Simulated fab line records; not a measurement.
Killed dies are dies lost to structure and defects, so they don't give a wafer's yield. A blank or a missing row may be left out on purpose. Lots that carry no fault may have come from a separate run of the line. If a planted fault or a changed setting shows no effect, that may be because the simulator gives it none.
Which tool was responsible?    flow gf180mcu    Sampling: 15 lots, 45 wafers, 6 of 602 route steps

## WHAT THE GAUGES SHOWED, per wafer
GF_MVSD_TW_MEAS_11.
lot   measured     on             MVSD_TW
L128  day 4 09:34  film metro-03  1548 1547 1548
L129  day 4 13:55  film metro-04  1571 1571 1563
L132  day 5 06:47  film metro-04  1561 1569 1564
L134  day 5 23:04  film metro-04  1565 1566 1568
L135  day 6 11:11  film metro-01  1586 1586 1587
L136  day 6 13:17  film metro-01  1589 1584 1597
L138  day 7 08:50  film metro-04  1573 1579 1577
L140  day 7 16:41  film metro-01  1513 1513 1509
L141  day 7 20:40  film metro-03  1472 1473 1475
L142  day 7 20:56  film metro-01  1520 1520 1508
L147  day 8 23:43  film metro-04  1584 1584 1578
L148  day 9 05:10  film metro-04  1575 1580 1570
L149  day 9 13:20  film metro-01  1583 1588 1590
L150  day 9 19:52  film metro-04  1575 1571 1568
L151  day 9 23:08  film metro-01  1580 1582 1572

GF_VT_IMPLANT_RS_MEAS_46: measurement is done with a four-point probe.
lot   measured      on             MVSD_RS (ohm/sq)
L128  day 7 09:53   film metro-03  456.8 456.9 455.9
L129  day 7 16:23   film metro-03  458.3 458.5 458.4
L132  day 8 11:33   film metro-04  457.8 457.5 456.1
L134  day 9 07:05   film metro-01  456.7 457.1 457.0
L135  day 9 21:30   film metro-04  457.0 456.1 457.7
L136  day 9 23:53   film metro-03  458.3 458.3 458.5
L138  day 11 00:17  film metro-04  455.6 455.6 455.9
L140  day 11 08:05  film metro-03  - - -
L141  day 11 12:35  film metro-01  - - -
L142  day 11 13:02  film metro-04  - - -
L147  day 12 20:50  film metro-03  456.2 456.3 457.6
L148  day 13 01:17  film metro-01  456.7 456.8 456.2
L149  day 13 10:08  film metro-03  455.8 456.0 454.7
L150  day 13 17:39  film metro-01  456.1 456.3 456.4
L151  day 13 23:46  film metro-04  456.1 456.6 457.5

GF_SAB_THK_MEAS_01.
lot   measured      on             SAB_CVD_00_THK (nm)
L128  day 13 23:25  film metro-02  50.9 51.3 51.5
L129  day 14 10:36  film metro-03  49.2 49.9 50.2
L132  day 15 10:34  film metro-02  50.7 50.7 51.9
L134  day 16 10:14  film metro-02  49.7 49.7 50.0
L135  day 17 00:55  film metro-02  49.6 50.2 50.8
L136  day 17 07:12  film metro-04  49.8 49.6 50.5
L138  day 18 15:45  film metro-02  49.2 48.8 49.7
L147  day 20 21:25  film metro-04  50.1 49.7 49.9
L148  day 21 02:58  film metro-02  50.3 50.2 50.9
L149  day 21 11:42  film metro-02  50.1 50.3 51.2
L150  day 21 19:23  film metro-02  48.9 49.0 49.9
L151  day 22 04:50  film metro-04  50.7 51.4 51.2

GF_V1_THK_MEAS_01.
lot   measured      on             V1_CVD_00_THK (nm)
L128  day 16 20:01  film metro-02  594 597 593
L129  day 17 07:47  film metro-03  599 594 599
L132  day 18 09:14  film metro-04  592 587 605
L134  day 19 11:58  film metro-02  597 593 599
L135  day 20 02:56  film metro-02  597 589 605
L136  day 20 10:21  film metro-03  590 585 587
L138  day 21 18:57  film metro-03  585 590 582
L147  day 23 23:25  film metro-02  589 595 591
L148  day 24 04:26  film metro-04  601 591 595
L149  day 24 13:29  film metro-02  599 592 603
L150  day 24 19:50  film metro-02  598 596 599
L151  day 25 05:25  film metro-03  595 605 591

## WHAT TOOL EACH LOT RAN ON (gives the tool, then ch and the chambers of the sampled wafers, and finally the start)
lot   GF_MVSD_IMPLANT_09              GF_M1_SPUTTER_03
L128  implanter-03 ch 0, day 4 09:19  pvd sputter-03, day 15 21:05
L129  implanter-04 ch 0, day 4 13:40  pvd sputter-01, day 16 08:50
L132  implanter-04 ch 0, day 5 06:34  pvd sputter-04, day 17 09:43
L134  implanter-04 ch 0, day 5 22:49  pvd sputter-01, day 18 11:14
L135  implanter-04 ch 0, day 6 10:58  pvd sputter-01, day 19 02:13
L136  implanter-03 ch 0, day 6 13:02  pvd sputter-04, day 19 08:52
L138  implanter-04 ch 0, day 7 08:37  pvd sputter-01, day 20 18:03
L140  implanter-04, day 7 16:26       -
L141  implanter-03, day 7 20:25       -
L142  implanter-01, day 7 20:43       -
L147  implanter-03 ch 0, day 8 23:28  pvd sputter-04, day 22 22:50
L148  implanter-01 ch 0, day 9 04:55  pvd sputter-04, day 23 05:14
L149  implanter-01 ch 0, day 9 13:05  pvd sputter-03, day 23 13:44
L150  implanter-01 ch 0, day 9 19:35  pvd sputter-04, day 23 20:48
L151  implanter-04 ch 0, day 9 22:53  pvd sputter-03, day 24 06:02
- GF_MVSD_IMPLANT_09
- GF_M1_SPUTTER_03: material Ti, target thk 10 nm, time 6.7 s.

## AS READ BY THE TOOLS THEMSELVES (means over the sampled wafers that have a number; for cases with no such wafer, the mark the record gives instead)
GF_MVSD_IMPLANT_09.
lot   tool          beam energy keV  beam on s (s)
L128  implanter-03  100.00           9.82
L129  implanter-04  100.01           9.89
L132  implanter-04  100.00           9.89
L134  implanter-04  100.02           9.70
L135  implanter-04  100.04           10.04
L136  implanter-03  99.97            10.12
L138  implanter-04  99.99            9.98
L140  implanter-04  -                -
L141  implanter-03  -                -
L142  implanter-01  -                -
L147  implanter-03  100.02           9.79
L148  implanter-01  100.00           10.00
L149  implanter-01  100.04           10.06
L150  implanter-01  100.01           9.88
L151  implanter-04  100.00           10.03

GF_M1_SPUTTER_03.
lot   tool            throttle valve pct (%)
L128  pvd sputter-03  30.8
L129  pvd sputter-01  30.2
L132  pvd sputter-04  30.3
L134  pvd sputter-01  30.1
L135  pvd sputter-01  30.0
L136  pvd sputter-04  30.1
L138  pvd sputter-01  29.8
L147  pvd sputter-04  29.3
L148  pvd sputter-04  31.1
L149  pvd sputter-03  29.9
L150  pvd sputter-04  30.2
L151  pvd sputter-03  30.2

## THE ANSWER, worked out from the rows above alone
Rule: the usual values come from the lots themselves. Put in order of their means at a reading, lots are off if they are a third of the lots or fewer, leave a main group of 4 or more, and stand apart from it by a gap of 3 or more times the standard deviation of the main group's means; of several such gaps the widest counts. Not used: any main group whose means are identical at the precision the tables above print for the reading. Also off: a lot with no number at a reading for which 4 or more lots have one. Any other lot the step has rows for is counted as sound. The gauges are gone through in route order, then the tools' own readings, and for those a lot's mean is taken as printed above. At the first step where some lot is off, the reading lying furthest off is the one used; lots without a number count as furthest.
Off: L140, L141, L142, at GF_VT_IMPLANT_RS_MEAS_46 (MVSD_RS). Without a number there: L140, L141, L142. The main group: mean 456.8 ohm/sq, standard deviation 0.84.
If a tool, at a process step before that reading, ran all the lots that are off and no sound lot after the first of them, it fits. Not tried: the gauges at GF_VT_IMPLANT_RS_MEAS_46; whatever is off there is also off at GF_MVSD_IMPLANT_09, on other tools, and gauge error can't account for it. No candidate that was tried fits.

## WHAT HAD BEEN PUT IN BY THE SIMULATOR
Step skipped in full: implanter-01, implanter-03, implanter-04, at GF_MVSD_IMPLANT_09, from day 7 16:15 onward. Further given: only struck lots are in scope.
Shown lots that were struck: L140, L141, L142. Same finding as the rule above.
